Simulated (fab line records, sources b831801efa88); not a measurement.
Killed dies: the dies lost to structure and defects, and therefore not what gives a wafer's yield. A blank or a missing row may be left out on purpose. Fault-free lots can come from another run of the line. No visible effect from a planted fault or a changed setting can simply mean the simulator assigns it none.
Problem report in the 8D (eight disciplines) form, filled by code || flow sky130 || the parts of the form that need people (team, actions taken, sign-off) are left out

## 1. PROBLEM STATEMENT
At SKY_LDD_HVN_COAT_02, spin-speed-rpm averages 2953.2 rpm over 6 wafers from 2 lots, while fault-free wafers read 3000.2 rpm, standard deviation 2.3. That is -20 standard deviations from the usual mean.
The step: resist thk 300 nm.
First seen on wafer L536.1, day 25 02:04, on litho-track-04. The record has a number at this step for 18 wafers belonging to 6 lots. The rule behind "out" and "out of limits": a value lying over 4 standard deviations away from the usual mean. The other wafers with a number count as sound.

## 2. WHAT IT IS AND WHAT IT IS NOT
{"question": "which readings at this step", "is": "spin-speed-rpm", "is not": "-"}
{"question": "which lots", "is": "L536, L538", "is not": "L523, L532, L540, L545"}
{"question": "which wafers of those lots", "is": "all that have a number", "is not": "-"}
{"question": "read on which tools", "is": "litho-track-04", "is not": "litho-track-01, litho-track-02"}
{"question": "when", "is": "from day 25 02:04", "is not": "up to then (6 sound wafers); but 6 sound wafers of L540, L545 came after"}

## 3. SUSPECTS, AND WHAT RULES EACH OUT
Counting: a tool at any process step up to the reading remains a suspect when it ran all the lots that are out and ran no sound lot after the first of those.
- litho-track-04 at SKY_LDD_HVN_COAT_02 (resist thk 300 nm): kept. Every lot that is out went through it, starting with L536 (day 25 02:04), and after that it ran no sound lot; the last sound lot it ran before then is L523 (day 20 09:43). Its own readings are out on those wafers: spin-speed-rpm.
Left after counting: litho-track-04 at SKY_LDD_HVN_COAT_02.

## 4. THE CAUSE (what the simulator had put in)
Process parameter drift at SKY_LDD_HVN_COAT_02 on litho-track-04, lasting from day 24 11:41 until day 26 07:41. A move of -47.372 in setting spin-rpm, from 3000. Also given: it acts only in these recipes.
After counting, this tool was the only one left.

## 5. THE EFFECT CHAIN, in route order
Rows list readings where the struck wafers' mean (over those with a number) sits beyond 3 standard deviations from the usual. Only readings for which the record gives a usual standard deviation are gone through. hours: the time from each lot's start at the first step in this table that gives one to its start at this step, as a median over the lots. sigmas: the change in usual standard deviations.
{"hours": 0, "step": "SKY_LDD_HVN_COAT_02", "reading": "spin-speed-rpm", "usual": "3000.2 rpm", "on struck wafers": 2953.2, "change": -47.0, "sigmas": -20}
Here are the process steps it includes:
- SKY_LDD_HVN_COAT_02: resist thk 300 nm.
Later measuring or inspecting steps at which every struck wafer that the step has a row for has a number for every such reading, and none has moved that far: SKY_LDD_HVN_OVL_MEAS_07.

## 6. WHAT WOULD HAVE CAUGHT IT SOONER
First out-of-limits reading in this record: day 25 02:04, which is 14 hours after fault onset at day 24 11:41.
